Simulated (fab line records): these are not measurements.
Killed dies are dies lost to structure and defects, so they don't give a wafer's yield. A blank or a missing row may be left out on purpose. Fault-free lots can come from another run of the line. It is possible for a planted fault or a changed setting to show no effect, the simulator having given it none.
Which tool was responsible? ; flow sky130 ; Sampling: 6 lots, 18 wafers, 2 of 708 route steps

## WHAT THE GAUGES SHOWED, per wafer
SKY_SD_N_RS_MEAS_16: measurement is done with a four-point probe.
lot;measured;on;SD_N_RS (ohm/sq)
L409;day 28 04:59;film_metro-04;68.65 68.68 68.56
L416;day 30 19:36;film_metro-03;66.29 66.31 66.47
L424;day 33 11:36;film_metro-03;68.44 68.57 68.59
L425;day 34 08:50;film_metro-02;68.41 68.43 68.63
L428;day 34 17:56;film_metro-03;68.37 68.58 68.33
L430;day 35 05:44;film_metro-04;68.62 68.53 68.60

## EACH LOT AND THE TOOL THAT RAN IT (in order: tool; ch and the chambers of the sampled wafers; start)
lot;SKY_SD_N_RTA_14
L409;rtp_anneal-02 ch 0, day 28 04:48
L416;rtp_anneal-01 ch 0, day 30 19:25
L424;rtp_anneal-02 ch 0, day 33 11:25
L425;rtp_anneal-01 ch 0, day 34 08:39
L428;rtp_anneal-01 ch 0, day 34 17:46
L430;rtp_anneal-01 ch 0, day 35 05:34
- SKY_SD_N_RTA_14: time 2 s.

## THE ANSWER, worked out from the rows above alone
Rule: usual is defined by the lots themselves. The widest of any qualifying gaps counts: lots, ordered by their means at a reading, are off when they make up no more than a third of the lots, leave a main group of 4 or more, and stand apart from it by 3 or more times the standard deviation of that group's means. Not used: any main group whose means are identical at the precision the tables above print for the reading. A lot without any number at a reading at which 4 lots or more have one is off too. All remaining lots with rows at the step are treated as sound.
Off: L416, seen at SKY_SD_N_RS_MEAS_16 (SD_N_RS). The main group: mean 68.53 ohm/sq, standard deviation 0.071.
A tool fits if, at a process step before that reading, it ran every lot that is off, and no sound lot after the first of them. The gauges at SKY_SD_N_RS_MEAS_16 are tried like those tools. No candidate that was tried fits.

## WHAT THE SIMULATOR HAD INSERTED
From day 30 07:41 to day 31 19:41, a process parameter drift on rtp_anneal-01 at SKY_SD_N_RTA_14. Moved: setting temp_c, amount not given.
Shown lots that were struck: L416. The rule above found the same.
